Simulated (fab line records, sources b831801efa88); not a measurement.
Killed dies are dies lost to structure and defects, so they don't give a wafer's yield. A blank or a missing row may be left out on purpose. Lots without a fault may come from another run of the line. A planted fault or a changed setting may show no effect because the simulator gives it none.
One fault seen from 2 desks | flow sky130 | each desk has only its own numbers; what lay behind them comes last

THE METROLOGY DESK
What the gauges read, lot by lot, whatever tool the lot ran on: means of the sampled wafers that have a number. A lot is out of limits, marked OUT, if its mean lies more than 4 standard deviations from the usual mean; the brackets give that distance.
Columns: A = FIELD_ISO_CVD_24_THK at SKY_FIELD_ISO_THK_MEAS_25, usual 594 nm; B = PWDE_TW at SKY_PWDE_TW_MEAS_10, usual 370; C = VT_ADJUST_LVTN_OVL at SKY_VT_ADJUST_LVTN_OVL_MEAS_07, usual -0.3 nm; D = cd_nm at SKY_LDD_P_CD_MEAS_07, usual 379.6 nm
lot  | first seen here | A   | B   | C    | D
L161 | day 2 07:17     | 586 | 372 | 1.5  | 381.7
L162 | day 2 13:25     | 595 | 372 | -0.1 | 378.1
L163 | day 2 19:57     | 597 | 366 | -0.5 | 376.4
L164 | day 2 23:55     | 596 | 372 | -0.0 | 378.1
L167 | day 3 14:56     | 596 | 375 | 0.1  | 379.5
L168 | day 3 22:00     | 592 | 370 | -0.7 | 383.1
L169 | day 4 02:13     | 596 | 366 | -0.4 | 377.9
L170 | day 4 05:50     | 592 | 375 | -0.6 | 382.4
L171 | day 4 12:10     | 593 | 367 | -1.1 | 385.8
L172 | day 4 19:54     | 595 | 366 | -0.5 | 389.8 (+4.4) OUT
L180 | day 6 11:27     | 586 | 364 | -0.7 | 379.2
L182 | day 6 21:21     | 594 | 368 | -0.6 | 377.4
L181 | day 6 21:22     | 593 | 365 | -0.1 | 377.6
L183 | day 7 00:29     | 598 | 367 | -0.1 | 383.7
This desk's finding: out of limits on L172; first on L172, day 23 10:04 (cd_nm at SKY_LDD_P_CD_MEAS_07). In limits: L161, L162, L163, L164, L167, L168, L169, L170, L171, L180, L182, L181, L183.

THE TOOL OWNER'S DESK: litho_track-04
The tool's own readings at SKY_LDD_P_DEVELOP_06 (develop time 60 s): means of the sampled wafers that have a number, for each lot that ran on this tool. A lot is out of limits, marked OUT, if its mean lies more than 4 standard deviations from the usual mean; the brackets give that distance.
Columns: A = resist_line_temp_C at SKY_LDD_P_DEVELOP_06, usual 23.01 C
lot  | first seen here | A
L161 | day 18 16:19    | 23.03
L168 | day 21 18:52    | 22.97
L169 | day 21 23:04    | 23.02
L171 | day 22 20:58    | 22.85
L172 | day 23 09:55    | 22.91
L180 | day 26 05:07    | 23.00
L182 | day 26 11:56    | 22.97
This desk's finding: nothing out of limits on any of the 7 lots.

PUT TOGETHER
The metrology desk could have raised an alarm at day 23 10:04, on L172.
The tool owner's desk saw nothing out of limits.
The tool owner's desk has L172 on record, within its limits.
Of the lots named, all ran SKY_LDD_P_DEVELOP_06 on litho_track-04.

WHAT THE SIMULATOR HAD PUT IN
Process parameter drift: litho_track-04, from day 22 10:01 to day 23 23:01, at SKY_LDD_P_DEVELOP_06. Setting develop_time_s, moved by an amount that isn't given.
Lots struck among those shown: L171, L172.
Hours from the fault's start to each desk's first reading out of limits: the metrology desk, 24.
